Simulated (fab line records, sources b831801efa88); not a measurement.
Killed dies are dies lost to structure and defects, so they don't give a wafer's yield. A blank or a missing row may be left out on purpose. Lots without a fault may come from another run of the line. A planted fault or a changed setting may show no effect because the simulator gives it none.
Which tool did it? | flow sky130 | 13 lots, 38 wafers sampled, at 1 step of a route of 708

WHAT THE GAUGES READ, wafer by wafer
SKY_CAPM_THK_MEAS_04: measures by xrf. Usual: CAPM_TIN_THK 197.1 nm, standard deviation 2.4.
lot  | measured     | on            | CAPM_TIN_THK (nm) | flag
L968 | day 36 13:15 | film_metro-02 | 196.7 195.6 194.4 |
L969 | day 36 19:22 | film_metro-01 | 198.9 200.1 199.5 |
L970 | day 37 03:49 | film_metro-01 | 198.2 195.0 200.3 |
L971 | day 37 06:16 | film_metro-02 | 196.0 196.4 198.0 |
L972 | day 37 19:50 | film_metro-04 | 193.9 197.8 196.4 |
L973 | day 38 08:50 | film_metro-01 | 198.0 197.2 197.6 |
L975 | day 39 05:34 | film_metro-02 | 194.2 195.1 194.2 |
L976 | day 39 10:43 | film_metro-04 | 196.9 195.5 196.4 |
L978 | day 39 22:31 | film_metro-04 | 196.7 196.5 197.9 |
L982 | day 40 14:49 | film_metro-04 | 201.4 200.1 197.7 |
L984 | day 41 12:43 | film_metro-04 | 192.5 196.7 197.4 |
L985 | day 41 16:59 | film_metro-04 | 193.3 192.2       |
L989 | day 43 07:30 | film_metro-01 | 194.3 195.3 194.8 |

WHICH TOOL RAN EACH LOT (tool, then ch and the chambers of the sampled wafers, then the start)
The record holds no process step before these readings.

WHAT THE TOOLS THEMSELVES READ (means of the sampled wafers that have a number; where no wafer has one, the mark that the record gives instead)
The record holds no such reading with a usual standard deviation.

THE ANSWER, worked out from the rows above alone
Rule: a lot is off if the mean of its wafers that have a number lies more than 3 standard deviations from the usual mean. A lot without any number at a reading at which 4 lots or more have one is off too. The other lots that the step has rows for count as sound. The gauges are gone through in route order, then the tools' own readings, and for those a lot's mean is taken as printed above. The first step at which some lot is off is used, and at that step the reading that is off furthest; a lot without a number counts as furthest.
No lot is off at any reading shown: from this, nothing can be told.

WHAT THE SIMULATOR HAD PUT IN
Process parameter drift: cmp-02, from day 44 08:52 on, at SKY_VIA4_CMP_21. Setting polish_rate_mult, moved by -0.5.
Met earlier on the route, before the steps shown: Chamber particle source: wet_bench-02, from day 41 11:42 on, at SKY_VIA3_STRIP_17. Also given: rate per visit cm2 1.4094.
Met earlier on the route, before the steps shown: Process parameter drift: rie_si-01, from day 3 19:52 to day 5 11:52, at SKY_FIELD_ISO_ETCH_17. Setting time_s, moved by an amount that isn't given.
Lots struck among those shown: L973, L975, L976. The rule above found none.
